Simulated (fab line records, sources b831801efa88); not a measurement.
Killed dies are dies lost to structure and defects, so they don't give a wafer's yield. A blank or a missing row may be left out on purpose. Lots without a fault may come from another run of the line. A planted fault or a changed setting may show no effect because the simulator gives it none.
fab line records | flow gf180mcu
record lots=5 wafers=15 last_day=34
route steps=602 shown VT_IMPLANT@96
lots that met no fault: from a run of the same line without faults
start_h: hours from the record's first day to the start of the lot's first wafer shown | wait_h: hours since the lot's step before | " the same as in the row above | L1.1+2: a row that stands for several wafers | - no value, or no start given | * or withheld: withheld | < > ~ a bound
route shown NAME@n: a module of which the file shows steps, and the number in the route of the first | usual: mean/standard deviation of fault-free wafers | same: alike in all rows | chamber/n: place in a boat | sites: the reading at each site | _std_site: their standard deviation | _edge_site: outer sites' mean less inner sites' | radius_mm: how far each site lies from the wafer's centre | mask NAME#n: copy n | behind: the tool/chamber that last shaped the wafer | hold: why the lot was held/for how many hours/how that ended | device: the transistor (n, p or np) that didn't switch | end of line: the same wafers' tests at the end of the route | a step without rows: its recipe alone | killed: dies lost to structure and defects at the first sort, not the wafer's yield | map: a wafer's dies, x killed, . not, _ none there
set.NAME: the setting as run; set.NAME@STEP: as run at that earlier step | model.NAME: the simulator's own value behind a step, which no gauge read
lots at some steps of the route; a table a step, a row a wafer
services: from which hour (start_h, from the record's first day; less than 0 if before it) a tool's chamber was out of use, for how many hours, and why
## steps
# step GF_VT_IMPLANT_DEVELOP_06
# recipe develop_time_s=60 dev_temp_c=23
# usual resist_line_temp_C=23.02/0.1
# columns lot.wafer tool chamber start_h wait_h resist_line_temp_C
L082.3 litho_track-04 0 159.27 0.1 22.94
L082.4 " 0 " " 22.89
L082.6 " 0 " " 22.82
L084.1 litho_track-02 0 174.27 0.1 22.99
L084.2 " 0 " " 23.09
L084.5 " 0 " " 22.91
L085.1 litho_track-02 0 178.92 0.1 23.09
L085.4 " 0 " " 23.13
L085.6 " 0 " " 23.02
L093.1 litho_track-04 0 227.57 0.1 22.99
L093.2 " 0 " " 22.88
L093.5 " 0 " " 22.99
L097.1 litho_track-02 0 252.72 0.1 22.98
L097.2 " 0 " " 23.00
L097.5 " 0 " " 22.92
# step GF_VT_IMPLANT_OVL_MEAS_07
# usual VT_IMPLANT_OVL=0.2/1.2
# columns lot.wafer tool chamber start_h wait_h VT_IMPLANT_OVL[nm]
L082.3 overlay-01 - 159.38 0.1 -1.9
L082.4 " - " " -1.2
L082.6 " - " " -1.3
L084.1 overlay-02 - 174.42 0.1 1.5
L084.2 " - " " -0.2
L084.5 " - " " 1.8
L085.1 overlay-01 - 179.07 0.1 -1.6
L085.4 " - " " -1.4
L085.6 " - " " -0.5
L093.1 overlay-01 - 227.72 0.1 2.7
L093.2 " - " " 0.6
L093.5 " - " " 0.4
L097.1 overlay-01 - 252.87 0.1 0.2
L097.2 " - " " -0.6
L097.5 " - " " 0.0
# step GF_VT_IMPLANT_IMPLANT_08
# recipe species=BF2 energy_kev=20 dose_cm2=8.29e+12 tilt_deg=7
# usual end_station_pressure_torr=5.06e-06/2.8e-07
# columns lot.wafer tool chamber start_h wait_h end_station_pressure_torr
L082.3 implanter-01 0 159.45 0.1 4.8e-06
L082.4 " 0 " " 5.52e-06
L082.6 " 0 " " 4.85e-06
L084.1 implanter-02 0 174.46 0.0 5.52e-06
L084.2 " 0 " " 5.23e-06
L084.5 " 0 " " 5.51e-06
L085.1 implanter-03 0 179.11 0.0 5.06e-06
L085.4 " 0 " " 5.25e-06
L085.6 " 0 " " 5e-06
L093.1 implanter-03 0 227.75 0.0 5.25e-06
L093.2 " 0 " " 5.46e-06
L093.5 " 0 " " 5.23e-06
L097.1 implanter-03 0 252.91 0.0 4.72e-06
L097.2 " 0 " " 5.01e-06
L097.5 " 0 " " 5.33e-06
# step GF_VT_IMPLANT_STRIP_09
# recipe chemistry=O2/N2 power_w=1400 pressure_mtorr=1500 platen_temp_c=250 o2_flow_sccm=3000 n2_flow_sccm=300 overash_fraction=0.5
# usual drypump_motor_current_A=5.7/0.38 heater_power_w=343/31 o2_flow_sccm=3000/7.8 oes_product_au=0.716/0.0047 strip_time_to_endpoint_s=12.63/0.038
# same overash_fraction=0.5
# columns lot.wafer tool chamber start_h wait_h drypump_motor_current_A heater_power_w o2_flow_sccm oes_product_au rf_hours_counter_h strip_time_to_endpoint_s
L082.3 plasma_asher-02 0 159.59 0.1 6.1 323 2995 0.713 - 12.66
L082.4 " 1 " " 5.6 326 3001 0.718 - 12.64
L082.6 " 1 " " 5.6 326 3003 0.708 - 12.66
L084.1 plasma_asher-02 1 174.61 0.1 5.6 323 2991 0.721 47 12.62
L084.2 " 0 " " 6.0 323 3013 0.714 47 12.67
L084.5 " 1 " " 5.6 329 2996 0.725 - 12.62
L085.1 plasma_asher-03 1 179.26 0.1 5.7 379 3003 0.712 7 12.64
L085.4 " 1 " " 5.7 369 3006 0.723 - 12.62
L085.6 " 0 " " 5.3 394 3013 0.713 - 12.61
L093.1 plasma_asher-02 1 227.90 0.1 5.6 327 3013 0.723 52 12.70
L093.2 " 0 " " 6.1 321 3003 0.711 52 12.69
L093.5 " 1 " " 5.6 332 2991 0.723 - 12.70
L097.1 plasma_asher-03 0 253.06 0.1 5.3 379 3002 0.704 15 12.63
L097.2 " 1 " " 5.7 366 2994 0.719 15 12.61
L097.5 " 1 " " 5.7 365 3005 0.711 - 12.67
# step GF_VT_IMPLANT_TW_MEAS_10
# usual VT_IMPLANT_TW=566/5.9
# columns lot.wafer tool chamber start_h wait_h VT_IMPLANT_TW
L082.3 film_metro-03 - 159.67 0.1 557
L082.4 " - " " 560
L082.6 " - " " 560
L084.1 film_metro-01 - 174.71 0.1 570
L084.2 " - " " 575
L084.5 " - " " 573
L085.1 film_metro-03 - 179.36 0.1 560
L085.4 " - " " 560
L085.6 " - " " 560
L093.1 film_metro-01 - 228.00 0.1 570
L093.2 " - " " 569
L093.5 " - " " 570
L097.1 film_metro-03 - 253.16 0.1 559
L097.2 " - " " 560
L097.5 " - " " 559
# step GF_VT_IMPLANT_DEHYDRATE_11
# recipe temp_c=200 time_s=60
# usual heater_power_total_W=160.37/0.13 resist_line_temp_C=23.02/0.11
# columns lot.wafer tool chamber start_h wait_h heater_power_total_W resist_line_temp_C
L082.3 litho_track-01 0 167.36 7.7 160.32 23.10
L082.4 " 0 " " 160.44 23.05
L082.6 " 0 " " 160.46 23.02
L084.1 litho_track-01 0 182.61 7.9 160.34 22.98
L084.2 " 0 " " 160.44 23.06
L084.5 " 0 " " 160.48 23.03
L085.1 litho_track-04 0 186.92 7.6 160.41 22.93
L085.4 " 0 " " 160.56 22.91
L085.6 " 0 " " 160.47 23.01
L093.1 litho_track-01 0 236.86 8.8 160.54 23.20
L093.2 " 0 " " 160.51 23.19
L093.5 " 0 " " 160.57 23.17
L097.1 litho_track-02 0 262.02 8.9 160.43 22.98
L097.2 " 0 " " 160.09 23.03
L097.5 " 0 " " 160.40 22.86
# step GF_VT_IMPLANT_HMDS_12
# recipe prime_time_s=60 prime_temp_c=120
# usual resist_line_temp_C=23.02/0.11
# columns lot.wafer tool chamber start_h wait_h resist_line_temp_C
L082.3 litho_track-01 0 167.51 0.1 22.85
L082.4 " 0 " " 22.95
L082.6 " 0 " " 23.01
L084.1 litho_track-01 0 182.76 0.1 22.99
L084.2 " 0 " " 23.03
L084.5 " 0 " " 23.05
L085.1 litho_track-04 0 187.07 0.1 23.07
L085.4 " 0 " " 22.96
L085.6 " 0 " " 22.83
L093.1 litho_track-01 0 237.01 0.1 23.23
L093.2 " 0 " " 23.32
L093.5 " 0 " " 23.02
L097.1 litho_track-02 0 262.17 0.1 22.98
L097.2 " 0 " " 22.96
L097.5 " 0 " " 22.91
# step GF_VT_IMPLANT_COAT_13
# recipe resist=NOVOLAK spin_rpm=3000 resist_thk_nm=1000
# usual dispense_pressure_kPa=50.8/2.5 resist_line_temp_C=23.02/0.1
# columns lot.wafer tool chamber start_h wait_h dispense_pressure_kPa resist_line_temp_C
L082.3 litho_track-01 0 167.66 0.1 52.9 22.88
L082.4 " 0 " " 52.8 23.01
L082.6 " 0 " " 52.8 23.10
L084.1 litho_track-01 0 182.91 0.1 52.8 23.02
L084.2 " 0 " " 52.8 22.98
L084.5 " 0 " " 52.9 22.99
L085.1 litho_track-04 0 187.22 0.1 52.6 23.02
L085.4 " 0 " " 52.6 22.88
L085.6 " 0 " " 52.6 22.91
L093.1 litho_track-01 0 237.16 0.1 52.9 22.97
L093.2 " 0 " " 52.8 22.83
L093.5 " 0 " " 52.9 22.77
L097.1 litho_track-02 0 262.32 0.1 47.5 23.04
L097.2 " 0 " " 47.5 22.86
L097.5 " 0 " " 47.6 23.04
# step GF_VT_IMPLANT_SOFTBAKE_14
# recipe temp_c=90 time_s=60 resist=NOVOLAK
# usual heater_power_total_W=56.60/0.045 resist_line_temp_C=22.99/0.1
# columns lot.wafer tool chamber start_h wait_h heater_power_total_W resist_line_temp_C
L082.3 litho_track-01 0 167.81 0.1 56.69 22.95
L082.4 " 0 " " 56.63 22.93
L082.6 " 0 " " 56.63 22.92
L084.1 litho_track-01 0 183.06 0.1 56.65 22.86
L084.2 " 0 " " 56.57 23.02
L084.5 " 0 " " 56.60 22.88
L085.1 litho_track-04 0 187.37 0.1 56.60 22.96
L085.4 " 0 " " 56.63 22.91
L085.6 " 0 " " 56.59 23.01
L093.1 litho_track-01 0 237.31 0.1 56.57 22.95
L093.2 " 0 " " 56.56 22.94
L093.5 " 0 " " 56.56 22.98
L097.1 litho_track-02 0 262.47 0.1 56.62 23.17
L097.2 " 0 " " 56.57 23.10
L097.5 " 0 " " 56.59 23.04
# step GF_VT_IMPLANT_EXPOSE_15
# recipe mask_id=Nwell_LV_AREA target_cd_nm=860 na=0.6 source_shape=conventional sigma_outer=0.6 dose_mj=140
# usual stage_vel_mm_s=499.93/0.26
# columns lot.wafer tool chamber start_h wait_h mask stage_vel_mm_s
L082.3 iline_stepper-02 0 - - Nwell_LV_AREA#0 499.55
L082.4 " 0 " " Nwell_LV_AREA#0 499.65
L082.6 " 0 " " Nwell_LV_AREA#0 499.53
L084.1 iline_stepper-01 0 - - Nwell_LV_AREA#0 500.18
L084.2 " 0 " " Nwell_LV_AREA#0 499.69
L084.5 " 0 " " Nwell_LV_AREA#0 499.89
L085.1 iline_stepper-01 0 - - Nwell_LV_AREA#0 500.10
L085.4 " 0 " " Nwell_LV_AREA#0 500.03
L085.6 " 0 " " Nwell_LV_AREA#0 500.46
L093.1 iline_stepper-01 0 - - Nwell_LV_AREA#0 499.71
L093.2 " 0 " " Nwell_LV_AREA#0 499.60
L093.5 " 0 " " Nwell_LV_AREA#0 500.15
L097.1 iline_stepper-02 0 - - Nwell_LV_AREA#0 499.68
L097.2 " 0 " " Nwell_LV_AREA#0 499.96
L097.5 " 0 " " Nwell_LV_AREA#0 499.93
# step GF_VT_IMPLANT_PEB_16
# recipe temp_c=withheld time_s=* resist=NOVOLAK
# usual resist_line_temp_C=*
# columns lot.wafer tool chamber start_h wait_h resist_line_temp_C
L082.3 litho_track-04 0 - - *
L082.4 " 0 " " *
L082.6 " 0 " " *
L084.1 litho_track-04 0 - - *
L084.2 " 0 " " *
L084.5 " 0 " " *
L085.1 litho_track-04 0 - - *
L085.4 " 0 " " *
L085.6 " 0 " " *
L093.1 litho_track-02 0 - - *
L093.2 " 0 " " *
L093.5 " 0 " " *
L097.1 litho_track-04 0 - - *
L097.2 " 0 " " *
L097.5 " 0 " " *
# step GF_VT_IMPLANT_DEVELOP_17
# recipe develop_time_s=60 dev_temp_c=23
# usual resist_line_temp_C=23.00/0.12
# columns lot.wafer tool chamber start_h wait_h resist_line_temp_C
L082.3 litho_track-04 0 175.47 0.1 22.91
L082.4 " 0 " " 22.96
L082.6 " 0 " " 23.02
L084.1 litho_track-04 0 191.42 0.1 23.19
L084.2 " 0 " " 23.19
L084.5 " 0 " " 22.95
L085.1 litho_track-04 0 195.87 0.1 22.98
L085.4 " 0 " " 23.05
L085.6 " 0 " " 23.01
L093.1 litho_track-02 0 246.07 0.1 22.94
L093.2 " 0 " " 22.84
L093.5 " 0 " " 23.04
L097.1 litho_track-04 0 271.67 0.1 23.00
L097.2 " 0 " " 23.01
L097.5 " 0 " " 22.94
# step GF_VT_IMPLANT_OVL_MEAS_18
# usual VT_IMPLANT_01_OVL=1.1/1.1
# columns lot.wafer tool chamber start_h wait_h VT_IMPLANT_01_OVL[nm]
L082.3 overlay-02 - 175.58 0.1 2.2
L082.4 " - " " 0.8
L082.6 " - " " 3.6
L084.1 overlay-02 - 191.57 0.1 2.8
L084.2 " - " " 0.4
L084.5 " - " " 1.4
L085.1 overlay-02 - 196.02 0.1 2.5
L085.4 " - " " 0.6
L085.6 " - " " 1.1
L093.1 overlay-01 - 246.22 0.1 2.0
L093.2 " - " " 2.7
L093.5 " - " " 2.0
L097.1 overlay-02 - 271.82 0.1 0.5
L097.2 " - " " 0.7
L097.5 " - " " -0.1
# step GF_VT_IMPLANT_IMPLANT_19
# recipe species=As energy_kev=100 dose_cm2=4.35e+12 tilt_deg=7
# usual end_station_pressure_torr=5.05e-06/2.6e-07
# columns lot.wafer tool chamber start_h wait_h end_station_pressure_torr
L082.3 implanter-02 0 175.65 0.1 4.93e-06
L082.4 " 0 " " 4.78e-06
L082.6 " 0 " " 5.12e-06
L084.1 implanter-02 0 191.60 0.0 5.42e-06
L084.2 " 0 " " 4.87e-06
L084.5 " 0 " " 4.84e-06
L085.1 implanter-03 0 196.05 0.0 4.72e-06
L085.4 " 0 " " 4.86e-06
L085.6 " 0 " " 4.98e-06
L093.1 implanter-01 0 246.26 0.0 5.15e-06
L093.2 " 0 " " 5.31e-06
L093.5 " 0 " " 4.81e-06
L097.1 implanter-01 0 271.85 0.0 5.34e-06
L097.2 " 0 " " 4.61e-06
L097.5 " 0 " " 4.89e-06
# step GF_VT_IMPLANT_STRIP_20
# recipe chemistry=O2/N2 power_w=1400 pressure_mtorr=1500 platen_temp_c=250 o2_flow_sccm=3000 n2_flow_sccm=300 overash_fraction=0.5
# usual drypump_motor_current_A=5.8/0.48 heater_power_w=337/32 o2_flow_sccm=3002/8.5 oes_product_au=0.716/0.0044 strip_time_to_endpoint_s=12.63/0.033
# same overash_fraction=0.5
# columns lot.wafer tool chamber start_h wait_h drypump_motor_current_A heater_power_w o2_flow_sccm oes_product_au rf_hours_counter_h strip_time_to_endpoint_s
L082.3 plasma_asher-04 0 175.79 0.1 6.5 317 3003 0.714 - 12.61
L082.4 " 1 " " 5.3 306 2993 0.718 - 12.61
L082.6 " 1 " " 5.3 297 2991 0.720 - 12.63
L084.1 plasma_asher-04 1 191.75 0.1 5.2 303 3006 0.708 60 12.61
L084.2 " 0 " " 6.6 322 3012 0.713 60 12.59
L084.5 " 1 " " 5.3 298 3012 0.714 - 12.57
L085.1 plasma_asher-02 1 196.20 0.1 5.6 329 2996 0.719 49 12.63
L085.4 " 0 " " 6.1 322 3004 0.720 - 12.60
L085.6 " 0 " " 6.1 318 3013 0.719 - 12.62
L093.1 plasma_asher-02 0 246.41 0.1 6.1 322 3015 0.717 54 12.67
L093.2 " 1 " " 5.5 335 2998 0.713 54 12.64
L093.5 " 1 " " 5.6 327 3016 0.713 - 12.63
L097.1 plasma_asher-02 0 272.00 0.1 6.1 324 3003 0.713 56 12.63
L097.2 " 1 " " 5.6 334 2993 0.710 56 12.67
L097.5 " 1 " " 5.6 328 2988 0.723 - 12.63
# step GF_VT_IMPLANT_TW_MEAS_21
# usual VT_IMPLANT_2_TW=1217/13
# columns lot.wafer tool chamber start_h wait_h VT_IMPLANT_2_TW
L082.3 film_metro-03 - 175.87 0.1 1210
L082.4 " - " " 1206
L082.6 " - " " 1209
L084.1 film_metro-03 - 191.85 0.1 1206
L084.2 " - " " 1209
L084.5 " - " " 1203
L085.1 film_metro-01 - 196.30 0.1 1220
L085.4 " - " " 1221
L085.6 " - " " 1228
L093.1 film_metro-02 - 246.51 0.1 1207
L093.2 " - " " 1197
L093.5 " - " " 1199
L097.1 film_metro-01 - 272.10 0.1 1224
L097.2 " - " " 1229
L097.5 " - " " 1228
# step GF_VT_IMPLANT_DEHYDRATE_22
# recipe temp_c=200 time_s=60
# usual heater_power_total_W=160.36/0.13 resist_line_temp_C=23.02/0.11
# columns lot.wafer tool chamber start_h wait_h heater_power_total_W resist_line_temp_C
L082.3 litho_track-02 0 183.77 7.9 160.49 22.98
L082.4 " 0 " " 160.34 23.04
L082.6 " 0 " " 160.14 23.00
L084.1 litho_track-02 0 199.07 7.2 160.34 22.91
L084.2 " 0 " " 160.25 22.89
L084.5 " 0 " " 160.43 23.05
L085.1 litho_track-04 0 204.02 7.7 160.49 22.92
L085.4 " 0 " " 160.45 23.06
L085.6 " 0 " " 160.50 22.98
L093.1 litho_track-01 0 255.56 9.0 160.24 22.79
L093.2 " 0 " " 160.37 23.05
L093.5 " 0 " " 160.26 23.11
L097.1 litho_track-01 0 281.26 9.1 160.36 23.14
L097.2 " 0 " " 160.47 23.05
L097.5 " 0 " " 160.36 23.13
# step GF_VT_IMPLANT_HMDS_23
# recipe prime_time_s=60 prime_temp_c=120
# usual resist_line_temp_C=23.00/0.11
# columns lot.wafer tool chamber start_h wait_h resist_line_temp_C
L082.3 litho_track-02 0 183.92 0.1 22.97
L082.4 " 0 " " 22.82
L082.6 " 0 " " 22.95
L084.1 litho_track-02 0 199.22 0.1 23.00
L084.2 " 0 " " 23.10
L084.5 " 0 " " 23.01
L085.1 litho_track-04 0 204.17 0.1 23.01
L085.4 " 0 " " 23.01
L085.6 " 0 " " 23.02
L093.1 litho_track-01 0 255.71 0.1 22.98
L093.2 " 0 " " 23.08
L093.5 " 0 " " 22.99
L097.1 litho_track-01 0 281.41 0.1 22.67
L097.2 " 0 " " 22.72
L097.5 " 0 " " 22.73
# step GF_VT_IMPLANT_COAT_24
# recipe resist=NOVOLAK spin_rpm=3000 resist_thk_nm=1000
# usual dispense_pressure_kPa=51.5/2.3 resist_line_temp_C=23.02/0.1
# columns lot.wafer tool chamber start_h wait_h dispense_pressure_kPa resist_line_temp_C
L082.3 litho_track-02 0 184.07 0.1 47.5 23.00
L082.4 " 0 " " 47.6 22.87
L082.6 " 0 " " 47.6 22.89
L084.1 litho_track-02 0 199.37 0.1 47.5 23.00
L084.2 " 0 " " 47.5 23.13
L084.5 " 0 " " 47.5 22.87
L085.1 litho_track-04 0 204.32 0.1 52.6 22.98
L085.4 " 0 " " 52.6 23.17
L085.6 " 0 " " 52.6 22.96
L093.1 litho_track-01 0 255.86 0.1 52.9 22.98
L093.2 " 0 " " 52.9 22.92
L093.5 " 0 " " 52.8 23.18
L097.1 litho_track-01 0 281.56 0.1 52.9 23.07
L097.2 " 0 " " 52.8 23.03
L097.5 " 0 " " 52.9 23.12
# step GF_VT_IMPLANT_SOFTBAKE_25
# recipe temp_c=90 time_s=60 resist=NOVOLAK
# usual heater_power_total_W=56.60/0.049 resist_line_temp_C=23.01/0.1
# columns lot.wafer tool chamber start_h wait_h heater_power_total_W resist_line_temp_C
L082.3 litho_track-02 0 184.22 0.1 56.62 22.90
L082.4 " 0 " " 56.65 23.01
L082.6 " 0 " " 56.61 23.18
L084.1 litho_track-02 0 199.52 0.1 56.62 22.93
L084.2 " 0 " " 56.53 23.12
L084.5 " 0 " " 56.66 23.32
L085.1 litho_track-04 0 204.47 0.1 56.63 23.00
L085.4 " 0 " " 56.55 22.99
L085.6 " 0 " " 56.60 23.12
L093.1 litho_track-01 0 256.01 0.1 56.63 22.97
L093.2 " 0 " " 56.62 22.72
L093.5 " 0 " " 56.59 22.90
L097.1 litho_track-01 0 281.71 0.1 56.56 23.03
L097.2 " 0 " " 56.66 23.11
L097.5 " 0 " " 56.56 22.97
# step GF_VT_IMPLANT_EXPOSE_26
# recipe mask_id=LVPWELL_HV_AREA target_cd_nm=860 na=0.6 source_shape=conventional sigma_outer=0.6 dose_mj=140
# usual stage_vel_mm_s=499.98/0.27
# columns lot.wafer tool chamber start_h wait_h mask stage_vel_mm_s
L082.3 iline_stepper-01 0 - - LVPWELL_HV_AREA#0 499.82
L082.4 " 0 " " LVPWELL_HV_AREA#0 499.99
L082.6 " 0 " " LVPWELL_HV_AREA#0 500.18
L084.1 iline_stepper-01 0 - - LVPWELL_HV_AREA#0 499.94
L084.2 " 0 " " LVPWELL_HV_AREA#0 499.60
L084.5 " 0 " " LVPWELL_HV_AREA#0 500.14
L085.1 iline_stepper-02 0 - - LVPWELL_HV_AREA#0 499.72
L085.4 " 0 " " LVPWELL_HV_AREA#0 500.06
L085.6 " 0 " " LVPWELL_HV_AREA#0 499.89
L093.1 iline_stepper-02 0 - - LVPWELL_HV_AREA#0 499.97
L093.2 " 0 " " LVPWELL_HV_AREA#0 500.13
L093.5 " 0 " " LVPWELL_HV_AREA#0 500.11
L097.1 iline_stepper-01 0 - - LVPWELL_HV_AREA#0 499.96
L097.2 " 0 " " LVPWELL_HV_AREA#0 500.72
L097.5 " 0 " " LVPWELL_HV_AREA#0 500.37
# step GF_VT_IMPLANT_PEB_27
# recipe temp_c=withheld time_s=* resist=NOVOLAK
# usual resist_line_temp_C=*
# columns lot.wafer tool chamber start_h wait_h resist_line_temp_C
L082.3 litho_track-04 0 - - *
L082.4 " 0 " " *
L082.6 " 0 " " *
L084.1 litho_track-01 0 - - *
L084.2 " 0 " " *
L084.5 " 0 " " *
L085.1 litho_track-04 0 - - *
L085.4 " 0 " " *
L085.6 " 0 " " *
L093.1 litho_track-01 0 - - *
L093.2 " 0 " " *
L093.5 " 0 " " *
L097.1 litho_track-04 0 - - *
L097.2 " 0 " " *
L097.5 " 0 " " *
# step GF_VT_IMPLANT_DEVELOP_28
# recipe develop_time_s=60 dev_temp_c=23
# usual resist_line_temp_C=22.98/0.11
# columns lot.wafer tool chamber start_h wait_h resist_line_temp_C
L082.3 litho_track-04 0 192.42 0.1 23.10
L082.4 " 0 " " 23.01
L082.6 " 0 " " 22.98
L084.1 litho_track-01 0 208.06 0.1 22.96
L084.2 " 0 " " 22.97
L084.5 " 0 " " 23.07
L085.1 litho_track-04 0 213.42 0.1 22.95
L085.4 " 0 " " 22.87
L085.6 " 0 " " 23.07
L093.1 litho_track-01 0 265.36 0.1 23.21
L093.2 " 0 " " 23.09
L093.5 " 0 " " 23.08
L097.1 litho_track-04 0 290.92 0.1 23.13
L097.2 " 0 " " 23.18
L097.5 " 0 " " 23.27
# step GF_VT_IMPLANT_OVL_MEAS_29
# usual VT_IMPLANT_02_OVL=-0.8/1.3
# columns lot.wafer tool chamber start_h wait_h VT_IMPLANT_02_OVL[nm]
L082.3 overlay-02 - 192.53 0.1 -0.5
L082.4 " - " " -1.3
L082.6 " - " " 0.4
L084.1 overlay-01 - 208.21 0.1 0.4
L084.2 " - " " 1.2
L084.5 " - " " -0.4
L085.1 overlay-01 - 213.57 0.1 -1.3
L085.4 " - " " -0.3
L085.6 " - " " -0.5
L093.1 overlay-01 - 265.51 0.1 -2.3
L093.2 " - " " -3.2
L093.5 " - " " -1.6
L097.1 overlay-02 - 291.07 0.1 -1.4
L097.2 " - " " -0.7
L097.5 " - " " -1.7
# step GF_VT_IMPLANT_IMPLANT_30
# recipe species=B energy_kev=25 dose_cm2=2.534e+12 tilt_deg=7
# usual end_station_pressure_torr=5.03e-06/2.6e-07
# columns lot.wafer tool chamber start_h wait_h end_station_pressure_torr
L082.3 implanter-01 0 192.65 0.1 5.04e-06
L082.4 " 0 " " 5.06e-06
L082.6 " 0 " " 4.9e-06
L084.1 implanter-02 0 208.24 0.0 5e-06
L084.2 " 0 " " 4.9e-06
L084.5 " 0 " " 4.73e-06
L085.1 implanter-02 0 213.60 0.0 5.17e-06
L085.4 " 0 " " 5.31e-06
L085.6 " 0 " " 5.27e-06
L093.1 implanter-01 0 265.54 0.0 5.6e-06
L093.2 " 0 " " 5.23e-06
L093.5 " 0 " " 4.54e-06
L097.1 implanter-02 0 291.10 0.0 5.1e-06
L097.2 " 0 " " 4.92e-06
L097.5 " 0 " " 5.14e-06
# step GF_VT_IMPLANT_STRIP_31
# recipe chemistry=O2/N2 power_w=1400 pressure_mtorr=1500 platen_temp_c=250 o2_flow_sccm=3000 n2_flow_sccm=300 overash_fraction=0.5
# usual drypump_motor_current_A=5.8/0.45 heater_power_w=331/26 o2_flow_sccm=3000/8.2 oes_product_au=0.716/0.004 strip_time_to_endpoint_s=12.62/0.031
# same overash_fraction=0.5
# columns lot.wafer tool chamber start_h wait_h drypump_motor_current_A heater_power_w o2_flow_sccm oes_product_au rf_hours_counter_h strip_time_to_endpoint_s
L082.3 plasma_asher-02 1 192.89 0.2 5.6 329 2992 0.715 - 12.63
L082.4 " 0 " " 6.1 320 3005 0.712 - 12.66
L082.6 " 1 " " 5.6 331 2994 0.720 - 12.61
L084.1 plasma_asher-02 0 208.39 0.1 6.0 317 3001 0.718 50 12.58
L084.2 " 1 " " 5.6 324 2998 0.715 50 12.63
L084.5 " 1 " " 5.5 334 3005 0.714 - 12.56
L085.1 plasma_asher-02 1 213.75 0.1 5.6 327 2998 0.714 51 12.61
L085.4 " 0 " " 6.1 319 3011 0.713 - 12.56
L085.6 " 1 " " 5.6 335 3016 0.715 - 12.58
L093.1 plasma_asher-04 0 265.69 0.1 6.5 327 2986 0.714 68 12.65
L093.2 " 1 " " 5.3 305 2981 0.718 68 12.64
L093.5 " 1 " " 5.3 297 2990 0.712 - 12.65
L097.1 plasma_asher-04 1 291.25 0.1 5.3 302 2998 0.711 71 12.58
L097.2 " 0 " " 6.5 329 2996 0.718 71 12.61
L097.5 " 0 " " 6.6 324 2999 0.720 - 12.61
# step GF_VT_IMPLANT_TW_MEAS_32
# usual VT_IMPLANT_3_TW=269.0/2.7
# columns lot.wafer tool chamber start_h wait_h VT_IMPLANT_3_TW
L082.3 film_metro-03 - 192.97 0.1 269.4
L082.4 " - " " 268.3
L082.6 " - " " 267.7
L084.1 film_metro-01 - 208.49 0.1 270.7
L084.2 " - " " 270.3
L084.5 " - " " 271.6
L085.1 film_metro-01 - 213.85 0.1 270.7
L085.4 " - " " 271.3
L085.6 " - " " 270.2
L093.1 film_metro-01 - 265.79 0.1 273.1
L093.2 " - " " 271.7
L093.5 " - " " 272.0
L097.1 film_metro-03 - 291.35 0.1 266.7
L097.2 " - " " 266.5
L097.5 " - " " 266.3
# step GF_VT_IMPLANT_DEHYDRATE_33
# recipe temp_c=200 time_s=60
# usual heater_power_total_W=160.37/0.13 resist_line_temp_C=22.99/0.1
# columns lot.wafer tool chamber start_h wait_h heater_power_total_W resist_line_temp_C
L082.3 litho_track-02 0 201.02 8.0 160.22 23.00
L082.4 " 0 " " 160.29 22.92
L082.6 " 0 " " 160.53 22.91
L084.1 litho_track-02 0 216.62 8.1 160.29 22.99
L084.2 " 0 " " 160.48 22.98
L084.5 " 0 " " 160.60 22.97
L085.1 litho_track-02 0 222.22 8.4 160.33 22.92
L085.4 " 0 " " 160.47 22.96
L085.6 " 0 " " 160.21 23.07
L093.1 litho_track-02 0 274.92 9.1 160.45 23.02
L093.2 " 0 " " 160.31 22.86
L093.5 " 0 " " 160.39 23.04
L097.1 litho_track-02 0 300.82 9.5 160.40 23.10
L097.2 " 0 " " 160.32 23.02
L097.5 " 0 " " 160.19 23.09
# step GF_VT_IMPLANT_HMDS_34
# recipe prime_time_s=60 prime_temp_c=120
# usual resist_line_temp_C=23.01/0.1
# columns lot.wafer tool chamber start_h wait_h resist_line_temp_C
L082.3 litho_track-02 0 201.17 0.1 22.93
L082.4 " 0 " " 23.07
L082.6 " 0 " " 22.88
L084.1 litho_track-02 0 216.77 0.1 23.05
L084.2 " 0 " " 22.90
L084.5 " 0 " " 22.92
L085.1 litho_track-02 0 222.37 0.1 23.01
L085.4 " 0 " " 23.05
L085.6 " 0 " " 23.04
L093.1 litho_track-02 0 275.07 0.1 23.00
L093.2 " 0 " " 23.05
L093.5 " 0 " " 22.99
L097.1 litho_track-02 0 300.97 0.1 23.12
L097.2 " 0 " " 23.17
L097.5 " 0 " " 23.05
# step GF_VT_IMPLANT_COAT_35
# recipe resist=NOVOLAK spin_rpm=3000 resist_thk_nm=1000
# usual dispense_pressure_kPa=50.4/2.6 resist_line_temp_C=22.99/0.1
# columns lot.wafer tool chamber start_h wait_h dispense_pressure_kPa resist_line_temp_C
L082.3 litho_track-02 0 201.32 0.1 47.6 22.92
L082.4 " 0 " " 47.6 23.11
L082.6 " 0 " " 47.6 22.99
L084.1 litho_track-02 0 216.92 0.1 47.6 22.94
L084.2 " 0 " " 47.5 22.89
L084.5 " 0 " " 47.6 22.98
L085.1 litho_track-02 0 222.52 0.1 47.6 23.00
L085.4 " 0 " " 47.6 22.93
L085.6 " 0 " " 47.5 23.01
L093.1 litho_track-02 0 275.22 0.1 47.5 22.92
L093.2 " 0 " " 47.5 22.91
L093.5 " 0 " " 47.6 22.92
L097.1 litho_track-02 0 301.12 0.1 47.5 22.89
L097.2 " 0 " " 47.6 23.06
L097.5 " 0 " " 47.6 23.10
## services
# columns tool chamber start_h hours kind
implanter-03 - 142.29 5.1 pm
implanter-01 - 146.25 1.4 repair
implanter-02 - 161.59 1.2 repair
iline_stepper-01 - 162.67 13.9 repair
plasma_asher-02 - 170.34 1.6 repair
implanter-01 - 199.23 1.3 repair
implanter-03 - 204.31 1.1 repair
implanter-03 - 208.92 1.5 repair
implanter-02 - 225.89 4.1 repair
plasma_asher-02 - 262.61 1.0 repair
plasma_asher-03 - 288.34 0.7 repair
implanter-01 - 292.02 4.9 repair
## key
fault none
